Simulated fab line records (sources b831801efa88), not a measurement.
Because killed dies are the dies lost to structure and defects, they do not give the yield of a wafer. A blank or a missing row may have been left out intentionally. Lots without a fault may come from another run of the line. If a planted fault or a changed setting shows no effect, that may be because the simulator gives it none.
fab line records	flow sfq-line
[record] lots = 6	wafers = 18	last-day = 80
route steps=325 shown I0@47 M1@58 I1@73 M2@88 M8@325
lots that met no fault: taken from a fault-free run of the same line
start-h: hours from the record's opening day to when the first of the lot's shown wafers began	wait-h: time in hours since the lot's previous step	" unchanged from the row above	L1.1+2: a row that stands for several wafers	- no value present, or no start provided	* or withheld: withheld	< > ~ a bound
route shown NAME@n: a module of which the file shows steps, and the number in the route of the first	usual: mean and standard deviation over wafers with no fault	same: alike in all rows	chamber/n: place in a boat	sites: each site's reading	_std_site: the standard deviation of these	_edge_site: mean of outer sites minus mean of inner sites	radius-mm: for every site, how far away it sits from the centre of the wafer	mask NAME#n: copy n	behind: the most recent tool/chamber to have shaped the wafer	hold: why the lot went on hold/how many hours it stayed there/how the hold came to an end	device: whichever transistor did not switch (one of n, p or np)	end of line: at the end of the route, the tests of the same wafers	where a step has no rows: the recipe by itself	killed: dies lost to structure and defects at the first sort, not the wafer's yield	map: dies across one wafer; x = killed, . = not, _ = none there
set.NAME: setting as actually run; set.NAME@STEP: the setting as run at that earlier step	model.NAME: the simulator's own value behind a step, which no gauge read
certain route steps with their lots: each step a table, each wafer a row
services: a tool's chamber out of use, with start hour (start-h, from the record's first day; less than 0 if before it), hours out, and reason
[[steps]]
[step SFQ_TRILAYER_I0_VIA_LITHO_COAT_036]
[recipe] resist = BARC	spin-rpm = 3000	resist-thk-nm = 62
[step SFQ_TRILAYER_I0_VIA_LITHO_COAT_031]
[recipe] resist = KrF	spin-rpm = 3000	resist-thk-nm = 650
[step SFQ_TRILAYER_I0_VIA_LITHO_SOFTBAKE_035]
[recipe] temp-c = withheld	time-s = withheld	resist = KrF
[step SFQ_TRILAYER_I0_VIA_LITHO_EXPOSE_032]
[recipe] mask-id = I0	na = 0.6	source-shape = conventional	sigma-outer = 0.65	target-cd-nm = 500	dose-mj = 21.3
[step SFQ_TRILAYER_I0_VIA_LITHO_PEB_034]
[recipe] peb-temp-c = 115	peb-time-s = 60	resist = KrF
[step SFQ_TRILAYER_I0_VIA_LITHO_DEVELOP_033]
[recipe] time-s = 60	resist = KrF
[step SFQ_I0_OVL_MEAS_908]
[usual] I0_OVL = 0/6.7
lot.wafer	tool	chamber	start-h	wait-h	I0_OVL[nm]
L594.2	overlay-01	-	227.01	0.1	4
L594.3	"	-	"	"	-7
L594.4	"	-	"	"	3
L597.1	overlay-02	-	250.91	0.1	6
L597.2	"	-	"	"	2
L597.3	"	-	"	"	10
L604.3	overlay-02	-	299.63	0.1	-8
L604.5	"	-	"	"	-13
L604.6	"	-	"	"	-3
L613.1	overlay-02	-	369.21	0.1	-5
L613.3	"	-	"	"	-8
L613.6	"	-	"	"	1
L615.1	overlay-02	-	384.04	0.1	-1
L615.3	"	-	"	"	0
L615.5	"	-	"	"	-2
L616.2	overlay-01	-	388.84	0.1	-13
L616.4	"	-	"	"	-1
L616.6	"	-	"	"	-6
[step SFQ_TRILAYER_I0_VIA_BARC_OPEN_VIA_ETCH_046]
[recipe] mask-material = PR	chemistry = O2	target-depth-nm = 125	target = BARC	source-w = 500	bias-w = 80	pressure-mtorr = 30	time-s = 41.7
[step SFQ_TRILAYER_I0_VIA_ETCH_VIA_ETCH_034]
[recipe] target = SiO2	stop-on = Nb	mask-material = PR	taper-deg = 20	chemistry = CHF3	target-depth-nm = 260	source-w = 500	bias-w = 80	pressure-mtorr = 30	time-s = withheld
[step SFQ_TRILAYER_I0_VIA_STRIP_STRIP_035]
[recipe] gas = O2	power-w = 200	platen-temp-c = 40	overash-fraction = 0.65	chemistry = O2	pressure-mtorr = 50
[usual] drypump-motor-current-A = 5.3/0.39	oes-product-au = 1.005/0.014	platen-temp-c = 40.00/0.11
lot.wafer	tool	chamber	start-h	wait-h	drypump-motor-current-A	oes-product-au	platen-temp-c	rf-hours-counter-h
L594.2	rie-metal-04	0	227.20	-	5.1	1.011	39.99	140
L594.3	"	1	"	"	4.9	1.009	39.98	-
L594.4	"	0	"	"	5.1	1.010	40.05	-
L597.1	rie-metal-04	1	251.10	-	4.8	0.993	40.10	182
L597.2	"	0	"	"	5.1	1.005	40.19	145
L597.3	"	0	"	"	5.0	1.006	39.93	-
L604.3	rie-metal-01	0	300.20	-	5.0	1.000	40.10	-
L604.5	"	0	"	"	5.1	1.008	40.06	-
L604.6	"	0	"	"	5.1	1.008	40.13	-
L613.1	rie-metal-01	1	369.40	-	5.2	1.034	39.89	12
L613.3	"	1	"	"	5.2	1.025	39.81	-
L613.6	"	1	"	"	5.2	1.029	39.98	-
L615.1	rie-metal-04	0	384.22	-	5.1	1.014	39.93	173
L615.3	"	1	"	"	4.8	1.000	40.06	-
L615.5	"	0	"	"	5.1	1.008	39.99	-
L616.2	rie-metal-04	0	389.02	-	5.1	1.002	40.01	174
L616.4	"	0	"	"	5.1	1.001	39.85	-
L616.6	"	1	"	"	4.9	0.983	40.02	-
[step SFQ_TRILAYER_I0_VIA_STRIP_SOLV_CLEAN_036]
[recipe] chemistry = NMP	temp-c = 70	time-s = 600
[step SFQ_TRILAYER_M1_DEP_PRE_CLEAN_038]
[recipe] gas = Ar	time-s = 22.5	bias-v = 250
[step SFQ_TRILAYER_M1_DEP_SPUTTER_037]
[recipe] material = Nb	base-pressure-pa = 1.33e-06	chamber-pressure-pa = 0.1333	substrate-temp-c = 20	resputter-cathode-voltage-v = 400	target-thk-nm = 200	power-w = 2000	time-s = 133.3
[usual] cathode-dc-power-W = 2000.0/0.33	resputter-cathode-voltage-v = 400/3.7	substrate-temp-c = 20.01/0.099	throttle-valve-pct = 29.8/1.1
lot.wafer	tool	chamber	start-h	wait-h	cathode-dc-power-W	resputter-cathode-voltage-v	substrate-temp-c	throttle-valve-pct	model.Nb_of_TRILAYER_M1_DEP_SPUTTER_037.thk-nm
L594.2	pvd-sputter-03	-	228.00	0.0	2000.2	401	20.07	30.1	200.6
L594.3	"	-	"	"	2000.0	402	19.87	30.4	200.4
L594.4	"	-	"	"	1999.2	389	19.94	28.9	198
L597.1	pvd-sputter-03	-	251.92	0.0	1999.8	401	19.94	30.5	203.2
L597.2	"	-	"	"	2000.3	398	20.03	30.2	203.7
L597.3	"	-	"	"	2000.2	399	19.95	31.4	202.6
L604.3	pvd-sputter-06	-	301.21	0.0	2000.2	404	20.06	28.5	201.8
L604.5	"	-	"	"	1999.9	398	20.01	29.1	199.4
L604.6	"	-	"	"	1999.4	405	19.99	31.1	207.2
L613.1	pvd-sputter-06	-	370.81	0.0	2054.8	404	19.99	28.5	206
L613.3	"	-	"	"	2054.1	406	20.15	28.3	206.2
L613.6	"	-	"	"	2053.8	404	20.04	28.4	205.4
L615.1	pvd-sputter-06	-	385.03	0.0	2054.8	400	20.04	29.4	204.4
L615.3	"	-	"	"	2054.3	401	19.86	30.7	209.7
L615.5	"	-	"	"	2054.7	403	20.01	28.2	208.6
L616.2	pvd-sputter-04	-	389.83	0.0	2000.4	399	20.08	31.1	195.8
L616.4	"	-	"	"	2000.1	408	20.23	30.4	192.4
L616.6	"	-	"	"	2000.7	395	19.85	31.4	195.4
[step SFQ_M1_RS_MEAS_909]
[recipe] thk-meas-gauge = four-point-probe	reads = Nb_of_TRILAYER_M1_DEP_SPUTTER_037
[usual] M1_NB_RS = 0.887/0.013
lot.wafer	tool	chamber	start-h	wait-h	M1_NB_RS[ohm/sq]
L594.2	film-metro-01	-	228.11	0.1	0.888
L594.3	"	-	"	"	0.889
L594.4	"	-	"	"	0.899
L597.1	film-metro-02	-	252.01	0.0	0.873
L597.2	"	-	"	"	0.873
L597.3	"	-	"	"	0.876
L604.3	film-metro-02	-	301.34	0.1	0.879
L604.5	"	-	"	"	0.888
L604.6	"	-	"	"	0.857
L613.1	film-metro-04	-	370.90	0.0	0.862
L613.3	"	-	"	"	0.863
L613.6	"	-	"	"	0.865
L615.1	film-metro-02	-	385.12	0.0	0.868
L615.3	"	-	"	"	0.845
L615.5	"	-	"	"	0.849
L616.2	film-metro-01	-	389.94	0.1	0.911
L616.4	"	-	"	"	0.924
L616.6	"	-	"	"	0.913
[step SFQ_TRILAYER_M1_LITHO_COAT_044]
[recipe] resist = BARC	spin-rpm = 3000	resist-thk-nm = 62
[step SFQ_TRILAYER_M1_LITHO_COAT_039]
[recipe] resist = KrF	spin-rpm = 3000	resist-thk-nm = 600
[step SFQ_TRILAYER_M1_LITHO_SOFTBAKE_043]
[recipe] temp-c = withheld	time-s = withheld	resist = KrF
[step SFQ_TRILAYER_M1_LITHO_EXPOSE_040]
[recipe] mask-id = M1	na = 0.6	source-shape = conventional	sigma-outer = 0.65	target-cd-nm = 500	dose-mj = 14.4
[step SFQ_TRILAYER_M1_LITHO_PEB_042]
[recipe] peb-temp-c = 115	peb-time-s = 60	resist = KrF
[step SFQ_TRILAYER_M1_LITHO_DEVELOP_041]
[recipe] time-s = 60	resist = KrF
[step SFQ_M1_OVL_MEAS_911]
[usual] M1_OVL = 1/5.2
lot.wafer	tool	chamber	start-h	wait-h	M1_OVL[nm]
L594.2	overlay-01	-	283.27	0.1	6
L594.3	"	-	"	"	4
L594.4	"	-	"	"	3
L597.1	overlay-01	-	305.61	0.1	-9
L597.2	"	-	"	"	-2
L597.3	"	-	"	"	-8
L604.3	overlay-02	-	360.83	0.1	-6
L604.5	"	-	"	"	-6
L604.6	"	-	"	"	-7
L613.1	overlay-02	-	433.35	0.1	7
L613.3	"	-	"	"	-2
L613.6	"	-	"	"	-1
L615.1	overlay-01	-	451.14	0.1	9
L615.3	"	-	"	"	6
L615.5	"	-	"	"	13
L616.2	overlay-02	-	454.74	0.1	-5
L616.4	"	-	"	"	-6
L616.6	"	-	"	"	-3
[step SFQ_TRILAYER_M1_BARC_OPEN_METAL_ETCH_054]
[recipe] mask-material = PR	chemistry = O2	target-depth-nm = 125	target = BARC	icp-w = 600	bias-w = 80	pressure-mtorr = 10	time-s = 41.7
[step SFQ_TRILAYER_M1_ETCH_METAL_ETCH_042]
[recipe] target = Nb	stop-on = SiO2	mask-material = PR	chemistry = Cl2/Ar	target-depth-nm = 240	icp-w = 600	bias-w = 80	pressure-mtorr = 10	time-s = 120
[usual] drypump-motor-current-A = 5.16/0.19	oes-product-au = 0.895/0.0081
lot.wafer	tool	chamber	start-h	wait-h	drypump-motor-current-A	oes-product-au	rf-hours-counter-h	model.M1.feature-depth-nm	model.etch.depth-nm
L594.2	rie-metal-03	0	283.36	0.0	5.32	0.894	129	200.6	200.6
L594.3	"	1	"	"	5.39	0.890	-	200.4	200.4
L594.4	"	0	"	"	5.31	0.886	-	198	198
L597.1	rie-metal-03	1	305.71	0.0	5.43	0.901	134	203.2	203.2
L597.2	"	0	"	"	5.30	0.909	135	203.7	203.7
L597.3	"	0	"	"	5.31	0.904	-	202.6	202.6
L604.3	rie-metal-03	1	360.95	0.1	5.41	0.899	-	201.8	201.8
L604.5	"	0	"	"	5.30	0.894	-	199.4	199.4
L604.6	"	1	"	"	5.41	0.922	-	207.2	207.2
L613.1	rie-metal-03	0	433.45	0.0	5.29	0.908	160	206	206
L613.3	"	1	"	"	5.39	0.916	-	206.2	206.2
L613.6	"	0	"	"	5.31	0.905	-	205.4	205.4
L615.1	rie-metal-01	1	451.23	0.0	5.18	0.907	24	204.4	204.4
L615.3	"	1	"	"	5.17	0.925	-	209.7	209.7
L615.5	"	0	"	"	5.05	0.913	-	208.6	208.6
L616.2	rie-metal-03	1	454.83	0.0	5.42	0.878	162	195.8	195.8
L616.4	"	0	"	"	5.32	0.874	-	192.4	192.4
L616.6	"	0	"	"	5.28	0.880	-	195.4	195.4
[step SFQ_TRILAYER_M1_STRIP_STRIP_043]
[recipe] gas = O2	power-w = 200	platen-temp-c = 40	overash-fraction = 0.65	chemistry = O2	pressure-mtorr = 50
[usual] drypump-motor-current-A = 5.16/0.19	oes-product-au = 1.006/0.011	platen-temp-c = 39.98/0.11
lot.wafer	tool	chamber	start-h	wait-h	drypump-motor-current-A	oes-product-au	platen-temp-c	rf-hours-counter-h
L594.2	rie-metal-03	0	283.48	0.1	5.30	1.001	40.12	130
L594.3	"	1	"	"	5.41	1.005	39.75	-
L594.4	"	0	"	"	5.29	1.001	40.06	-
L597.1	rie-metal-03	1	305.83	0.1	5.43	1.025	40.22	134
L597.2	"	0	"	"	5.31	1.005	39.73	135
L597.3	"	0	"	"	5.30	1.005	39.88	-
L604.3	rie-metal-03	1	361.23	0.2	5.41	1.007	40.03	-
L604.5	"	0	"	"	5.29	0.991	40.09	-
L604.6	"	1	"	"	5.41	1.013	40.10	-
L613.1	rie-metal-03	0	433.57	0.1	5.29	0.996	39.86	160
L613.3	"	1	"	"	5.42	1.000	39.96	-
L613.6	"	0	"	"	5.30	0.993	39.93	-
L615.1	rie-metal-01	1	451.36	0.1	5.14	1.031	40.02	24
L615.3	"	1	"	"	5.15	1.034	40.06	-
L615.5	"	0	"	"	5.05	1.003	39.95	-
L616.2	rie-metal-03	1	454.96	0.1	5.42	1.008	40.21	162
L616.4	"	0	"	"	5.30	1.000	39.82	-
L616.6	"	0	"	"	5.29	1.002	40.03	-
[step SFQ_TRILAYER_M1_STRIP_SOLV_CLEAN_044]
[recipe] chemistry = NMP	temp-c = 70	time-s = 600
[step SFQ_TRILAYER_I1_DEP_PECVD_045]
[recipe] material = SiO2	temp-c = 150	time-s = 111.11	pressure-torr = 2.4	rf-w = 183.3	precursor = SiH4/N2O	target-thk-nm = 500
[usual] heater-power-w = 79/14	showerhead-vpp-V = 835/39	throttle-valve-pct = 24.5/1.5
lot.wafer	tool	chamber	start-h	wait-h	heater-power-w	showerhead-vpp-V	throttle-valve-pct
L594.2	pecvd-02	0	284.26	0.0	88	916	28.2
L594.3	"	2	"	"	72	867	24.1
L594.4	"	1	"	"	52	856	25.0
L597.1	pecvd-01	0	306.61	0.0	82	812	23.4
L597.2	"	2	"	"	80	884	22.9
L597.3	"	1	"	"	67	770	22.7
L604.3	pecvd-04	0	361.81	0.0	81	825	25.6
L604.5	"	2	"	"	74	835	24.7
L604.6	"	0	"	"	83	807	26.2
L613.1	pecvd-02	1	434.35	0.0	64	861	24.9
L613.3	"	2	"	"	70	871	23.7
L613.6	"	1	"	"	66	867	25.2
L615.1	pecvd-01	0	452.13	0.0	84	807	23.6
L615.3	"	1	"	"	60	770	22.8
L615.5	"	0	"	"	89	814	23.6
L616.2	pecvd-04	1	455.73	0.0	114	817	25.0
L616.4	"	1	"	"	115	817	24.8
L616.6	"	0	"	"	81	814	26.1
[step SFQ_TRILAYER_I1_CMP_CMP_046]
[recipe] material = SiO2	down-force-psi = 3	platen-rpm = 60	pad-velocity-m-s = 0.94248
[usual] edge-zone-pressure-frac = 1.000/0.0047	motor-current-A = 9.9/0.52	slurry-filter-dp-kPa = 13.51/0.14	time-to-endpoint-s = 216/8.5
lot.wafer	tool	chamber	start-h	wait-h	edge-zone-pressure-frac	motor-current-A	slurry-filter-dp-kPa	time-to-endpoint-s
L594.2	cmp-02	2	284.98	0.7	1.002	9.4	13.52	210
L594.4	"	0	285.98	1.6	0.989	9.9	13.51	232
L594.3	"	1	"	"	0.991	9.9	13.51	228
L597.1	cmp-01	2	310.46	3.8	1.003	10.5	13.63	220
L597.3	"	3	"	"	1.005	10.9	13.76	214
L597.2	"	0	"	"	0.994	9.4	13.39	226
L604.3	cmp-02	2	364.70	2.9	1.008	9.3	13.36	214
L604.6	"	0	365.70	3.8	0.999	9.3	13.63	224
L604.5	"	1	"	"	1.000	10.5	13.57	225
L613.3	cmp-01	2	444.22	9.8	1.004	11.0	13.49	207
L613.1	"	1	445.72	11.3	1.004	10.3	13.55	202
L613.6	"	2	"	"	1.003	10.8	13.24	211
L615.1	cmp-02	0	458.61	6.4	1.006	9.1	13.47	224
L615.3	"	1	"	"	1.001	9.7	13.51	225
L615.5	"	3	460.11	7.9	0.994	10.2	13.65	218
L616.2	cmp-02	3	460.61	4.8	1.000	9.8	13.44	201
L616.4	"	1	461.61	5.8	1.002	10.1	13.66	226
L616.6	"	0	463.11	7.3	1.008	9.8	13.58	219
[step SFQ_I1_BOW_MEAS_912]
[recipe] mode = bow
[usual] I1_BOW = 4/7.8
lot.wafer	tool	chamber	start-h	wait-h	I1_BOW[um]
L594.2	film-metro-04	-	288.00	2.5	11
L594.3	"	-	"	"	6
L594.4	"	-	"	"	8
L597.1	film-metro-03	-	313.46	2.5	-2
L597.2	"	-	"	"	-3
L597.3	"	-	"	"	4
L604.3	film-metro-02	-	366.74	1.5	1
L604.5	"	-	"	"	6
L604.6	"	-	"	"	3
L613.1	film-metro-02	-	447.22	1.0	10
L613.3	"	-	"	"	6
L613.6	"	-	"	"	-3
L615.1	film-metro-02	-	460.61	1.5	-9
L615.3	"	-	"	"	6
L615.5	"	-	"	"	1
L616.2	film-metro-02	-	463.63	2.5	7
L616.4	"	-	"	"	9
L616.6	"	-	"	"	19
[step SFQ_TRILAYER_I1_METRO_MEASURE_047]
[usual] thk-nm = 200.0/1.3
lot.wafer	tool	chamber	start-h	wait-h	thk-nm
L594.2	film-metro-04	-	288.30	0.3	200.5
L594.3	"	-	"	"	202.8
L594.4	"	-	"	"	200.2
L597.1	film-metro-03	-	313.58	0.1	201.7
L597.2	"	-	"	"	201.7
L597.3	"	-	"	"	200.6
L604.3	film-metro-02	-	367.22	0.5	199.3
L604.5	"	-	"	"	200.8
L604.6	"	-	"	"	200.7
L613.1	film-metro-02	-	447.34	0.1	197.1
L613.3	"	-	"	"	199.2
L613.6	"	-	"	"	199.2
L615.1	film-metro-02	-	460.73	0.1	201.0
L615.3	"	-	"	"	201.2
L615.5	"	-	"	"	198.0
L616.2	film-metro-02	-	463.93	0.3	199.3
L616.4	"	-	"	"	201.0
L616.6	"	-	"	"	200.6
[step SFQ_TRILAYER_I1_VIA_LITHO_COAT_054]
[recipe] resist = BARC	spin-rpm = 3000	resist-thk-nm = 62
[step SFQ_TRILAYER_I1_VIA_LITHO_COAT_049]
[recipe] resist = KrF	spin-rpm = 3000	resist-thk-nm = 650
[step SFQ_TRILAYER_I1_VIA_LITHO_SOFTBAKE_053]
[recipe] temp-c = withheld	time-s = withheld	resist = KrF
[step SFQ_TRILAYER_I1_VIA_LITHO_EXPOSE_050]
[recipe] mask-id = I1	na = 0.6	source-shape = conventional	sigma-outer = 0.65	target-cd-nm = 500	dose-mj = 21.3
[step SFQ_TRILAYER_I1_VIA_LITHO_PEB_052]
[recipe] peb-temp-c = 115	peb-time-s = 60	resist = KrF
[step SFQ_TRILAYER_I1_VIA_LITHO_DEVELOP_051]
[recipe] time-s = 60	resist = KrF
[step SFQ_I1_OVL_MEAS_913]
[usual] I1_OVL = -2/5.5
lot.wafer	tool	chamber	start-h	wait-h	I1_OVL[nm]
L594.2	overlay-02	-	348.82	0.1	-3
L594.3	"	-	"	"	-11
L594.4	"	-	"	"	-10
L597.1	overlay-01	-	379.24	0.1	-3
L597.2	"	-	"	"	3
L597.3	"	-	"	"	-6
L604.3	overlay-01	-	428.35	0.1	11
L604.5	"	-	"	"	7
L604.6	"	-	"	"	3
L613.1	overlay-02	-	510.21	0.1	-6
L613.3	"	-	"	"	-5
L613.6	"	-	"	"	-5
L615.1	overlay-02	-	522.21	0.1	4
L615.3	"	-	"	"	-5
L615.5	"	-	"	"	-1
L616.2	overlay-01	-	527.02	0.1	-5
L616.4	"	-	"	"	-3
L616.6	"	-	"	"	-4
[step SFQ_TRILAYER_I1_VIA_BARC_OPEN_VIA_ETCH_071]
[recipe] mask-material = PR	chemistry = O2	target-depth-nm = 125	target = BARC	source-w = 500	bias-w = 80	pressure-mtorr = 30	time-s = 41.7
[step SFQ_TRILAYER_I1_VIA_ETCH_VIA_ETCH_052]
[recipe] target = SiO2	stop-on = Nb	mask-material = PR	taper-deg = 20	chemistry = CHF3	target-depth-nm = 260	source-w = 500	bias-w = 80	pressure-mtorr = 30	time-s = withheld
[step SFQ_TRILAYER_I1_VIA_STRIP_STRIP_053]
[recipe] gas = O2	power-w = 200	platen-temp-c = 40	overash-fraction = 0.65	chemistry = O2	pressure-mtorr = 50
[step SFQ_TRILAYER_I1_VIA_STRIP_SOLV_CLEAN_054]
[recipe] chemistry = NMP	temp-c = 70	time-s = 600
[step SFQ_TRILAYER_M2_DEP_PRE_CLEAN_056]
[recipe] gas = Ar	time-s = 22.5	bias-v = 250
[step SFQ_M8_BOW_MEAS_951]
[recipe] mode = bow
[usual] M8_BOW = 12/12
lot.wafer	tool	chamber	start-h	wait-h	M8_BOW[um]	model.etest.m1.ohm-um	model.etest.m1.ohm-sq
L594.2	film-metro-01	-	1826.49	0.0	17	1.778	0.8865
L594.3	"	-	"	"	12	1.771	0.8873
L594.4	"	-	"	"	12	1.803	0.8978
L597.1	film-metro-03	-	1844.72	0.0	-4	1.75	0.875
L597.2	"	-	"	"	-4	1.752	0.8728
L597.3	"	-	"	"	3	1.757	0.8778
L604.3	film-metro-02	-	1881.46	0.0	9	1.756	0.8809
L604.5	"	-	"	"	14	1.78	0.8916
L604.6	"	-	"	"	12	1.707	0.858
L613.1	film-metro-02	-	1910.22	0.0	19	1.722	0.8633
L613.3	"	-	"	"	15	1.708	0.8622
L613.6	"	-	"	"	7	1.729	0.8655
L615.1	film-metro-02	-	1912.62	0.0	0	1.758	0.87
L615.3	"	-	"	"	16	1.71	0.8479
L615.5	"	-	"	"	9	1.71	0.8523
L616.2	film-metro-03	-	1917.44	0.0	17	1.809	0.9083
L616.4	"	-	"	"	18	1.838	0.9241
L616.6	"	-	"	"	28	1.818	0.9101
[[services]]
tool	chamber	start-h	hours	kind
film-metro-02	-	205.40	0.7	pm
pecvd-01	-	210.37	1.1	repair
cmp-02	-	213.45	0.8	repair
cmp-02	-	226.28	5.6	pm
pecvd-02	2	233.72	7.8	repair
pecvd-02	1	233.79	20.0	repair
cmp-01	-	234.08	4.0	pm
rie-metal-01	-	240.89	0.2	repair
rie-metal-04	-	271.44	0.1	repair
rie-metal-01	-	272.29	15.6	pm
pvd-sputter-06	-	284.31	1.8	repair
rie-metal-03	-	325.92	2.1	repair
film-metro-02	-	329.55	1.1	pm
rie-metal-03	-	355.40	0.2	repair
rie-metal-01	0	366.49	22.1	repair
cmp-02	-	376.78	1.0	repair
rie-metal-01	-	383.38	14.6	pm
film-metro-02	-	392.75	0.2	pm
cmp-02	-	406.43	4.0	pm
rie-metal-04	0	409.70	9.2	repair
cmp-02	-	430.81	2.8	repair
pvd-sputter-06	-	435.95	8.1	repair
film-metro-02	-	441.39	5.6	pm
film-metro-02	-	450.13	0.7	pm
[[key]]
[first-sign] step = SFQ_TRILAYER_M1_DEP_SPUTTER_037	reading = cathode-dc-power-W	direction = up	sigmas = 99+	usual = 2000.0	struck = 2054.4
[effect] step = SFQ_M1_RS_MEAS_909	reading = M1_NB_RS	direction = down	sigmas = 2.1	usual = 0.887	struck = 0.859
[model-effect] step = SFQ_TRILAYER_M1_DEP_SPUTTER_037	value = Nb_of_TRILAYER_M1_DEP_SPUTTER_037.thk-nm	without = 201.3	struck = 206.7
[model-effect] step = SFQ_TRILAYER_M1_ETCH_METAL_ETCH_042	value = M1.feature-depth-nm	without = 201.3	struck = 206.7
[model-effect] step = SFQ_M8_BOW_MEAS_951	value = etest.m1.ohm-um	without = 1.77	struck = 1.723
met-at SFQ_TRILAYER_M1_DEP_SPUTTER_037
struck-wafers L613.1,L613.3,L613.6,L615.1,L615.3,L615.5
onset-between 301.21 370.81
[fault] kind = process-parameter-drift	tool = pvd-sputter-06	chamber = -	onset-h = 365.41	steps = SFQ_TRILAYER_M1_DEP_SPUTTER_037	channel = power-w	offset = 54.313	shape = step	end-h = 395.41	acts-in = these-recipes-only	stated = 2000
